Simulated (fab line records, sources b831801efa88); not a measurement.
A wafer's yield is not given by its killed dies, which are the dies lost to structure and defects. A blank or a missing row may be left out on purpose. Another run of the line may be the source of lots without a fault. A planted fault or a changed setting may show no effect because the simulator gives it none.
Comparing a struck lot with a sound one | flow sky130 | 16 out of 708 route steps
Sound: the wafers L698.1, L698.2, L698.5. Wafers L705.1, L705.3, L705.5 were the ones struck. The cause is named last.
Order at every step that has rows: each side's tool, ch and its chambers, its first start. Under that, the readings that differ: sound wafers | struck wafers | difference of the means | sigmas: that difference in standard deviations of wafers without a fault.
alike: readings whose means differ by less than 2 such deviations, and words and numbers that are the same on both sides. not compared: withheld readings, readings that some wafer has no value for, bounds like >300 that may hide the same value, and numbers for which the record gives no deviation and whose values overlap.
Wherever a step has rows on one side only, a row that says differs or no value, or a row with sigmas, the two part there. Numbers that have no deviation but don't overlap get no sigmas and don't part them. A reading missing from all wafers of one side parts the sides only when that side holds two or more wafers.

first, 5 steps without rows for these wafers: SKY_SONOS_TUNNEL_COAT_02 (resist thk 1140 nm); SKY_SONOS_TUNNEL_SOFTBAKE_03 (time 60 s); SKY_SONOS_TUNNEL_EXPOSE_04 (exposes mask TUNM, target cd 410 nm); SKY_SONOS_TUNNEL_PEB_05; SKY_SONOS_TUNNEL_DEVELOP_06 (develop time 60 s).
SKY_SONOS_TUNNEL_CD_MEAS_07: target cd 410 nm.
  sound on cd_sem-01, day 11 21:55; struck on cd_sem-02, day 14 20:22
  reading    | sound             | struck            | difference | sigmas
  cd_nm (nm) | 415.6 414.8 414.5 | 407.9 408.5 407.8 | -6.9       | -3
SKY_SONOS_TUNNEL_OVL_MEAS_08:
  sound on overlay-02, day 11 22:02; struck on overlay-01, day 14 20:29
  reading               | sound          | struck         | difference | sigmas
  SONOS_TUNNEL_OVL (nm) | -0.3 -0.8 -0.6 | -3.1 -3.5 -3.1 | -2.7       | -2
then, 3 steps without rows for these wafers: SKY_SONOS_TUNNEL_IMPLANT_09; SKY_SONOS_TUNNEL_WET_ETCH_10 (etches SiO2 in dHF, target depth 14 nm, time 280 s); SKY_SONOS_TUNNEL_STRIP_11 (strips in SPM, time 600 s).
SKY_SONOS_TUNNEL_TW_MEAS_12:
  sound on film_metro-03, day 11 22:29; struck on film_metro-03, day 14 20:56
  alike: SONOS_TUNNEL_TW
then, 1 step without rows for these wafers: SKY_SONOS_TUNNEL_CLEAN_13 (cleans in dHF, time 20 s).
SKY_SONOS_ONO_OXIDATION_00: stabilise 600 s, purge 300 s, target thk 2.6 nm.
  sound on furnace-01 ch 0, day 11 23:15; struck on furnace-01 ch 0, day 14 22:45
  reading                                          | sound                | struck               | difference | sigmas
  spike_tc_bottom_C (C)                            | 818.7 818.0 819.4    | 843.6 843.4 845.2    | +25.4      | +11
  spike_tc_centre_C (C)                            | 802.7 801.3 802.4    | 825.8 825.8 826.8    | +24.0      | +20
  spike_tc_lower_C (C)                             | 800.9 800.1 802.0    | 825.8 825.6 823.2    | +23.9      | +20
  spike_tc_top_C (C)                               | 813.6 814.8 813.9    | 837.5 839.7 836.0    | +23.6      | +16
  spike_tc_upper_C (C)                             | 800.1 801.8 800.5    | 824.0 825.5 824.2    | +23.8      | +24
  tube_center_temp_C (C)                           | 800.05 800.04 800.03 | 824.78 824.64 824.71 | +24.67     | +99 or more
  tube_center_temp_C_max                           | 802.1 801.6 802.6    | 826.7 827.2 827.0    | +24.9      | +73
  model.SiO2_of_SONOS_ONO_OXIDATION_00.thk_nm (nm) | 2.631 2.577 2.625    | 3.693 3.656 3.624    | +1.047     |
SKY_SONOS_ONO_THK_MEAS_01:
  sound on film_metro-03, day 12 00:35; struck on film_metro-04, day 15 00:06
  reading                      | sound          | struck         | difference | sigmas
  SONOS_ONO_OXIDATION_THK (nm) | 2.59 2.55 2.60 | 3.67 3.63 3.64 | +1.07      | +22
then, 1 step without rows for these wafers: SKY_SONOS_ONO_CVD_02 (deposits Si3N4 from DCS/NH3, target thk 10.5 nm, time 180 s).
-- the record jumps here: 34 days lie between the struck wafers' starts before and after (it left off in module SONOS_ONO and takes up again in module PAD_OPEN, whose first step shown is number 708 of the route) --
SKY_PAD_OPEN_PROBE_99:
  sound on prober-02, day 46 04:29; struck on prober-02, day 48 17:55
  reading                                     | sound                | struck                 | difference | sigmas
  model.etest.sonos_erased.drive_ua_um        | 191.8 209 186.4      | 19.21 19.98 21.51      | -175.50    |
  model.etest.sonos_uncharged.r_on_ohm_um     | 817.4 786.9 812.7    | 839.8 845.9 842.3      | +37.0      |
  model.etest.sonos_programmed.off_log10_a_um | -14.01 -14.06 -13.96 | -10.63 -11.07 -12.4    | +2.64      |
  model.etest.sonos_erased.vt_v (V)           | -2.288 -2.362 -2.264 | -0.349 -0.3751 -0.3977 | +1.931     |
  model.etest.cap_ono.gate_log10_a_cm2        | -7.871 -7.815 -8.041 | -9.545 -9.439 -9.301   | -1.519     |
  model.etest.cap_ono.gate_bv_v (V)           | 16.5 16.59 15.89     | 18.14 18.1 17.62       | +1.63      |
  model.etest.cap_ono.tox_acc_nm (nm)         | 12.92 12.76 12.96    | 14.12 14.13 13.96      | +1.19      |
  model.etest.sonos_programmed.vt_v (V)       | 1.51 1.512 1.449     | 0.6406 0.709 0.8641    | -0.7524    |
  alike: killed_at_M0_to_M3, killed_at_M4_up, killed_at_contacts, killed_at_front_end, killed_at_other, killed_dies, killed_open, killed_short

== WHERE THEY PART ==
At SKY_SONOS_TUNNEL_CD_MEAS_07 first; at SKY_SONOS_ONO_THK_MEAS_01 last (within this record only). Later steps at which nothing parts them and some readings are alike: SKY_PAD_OPEN_PROBE_99.

WHY: the cause the simulator had injected
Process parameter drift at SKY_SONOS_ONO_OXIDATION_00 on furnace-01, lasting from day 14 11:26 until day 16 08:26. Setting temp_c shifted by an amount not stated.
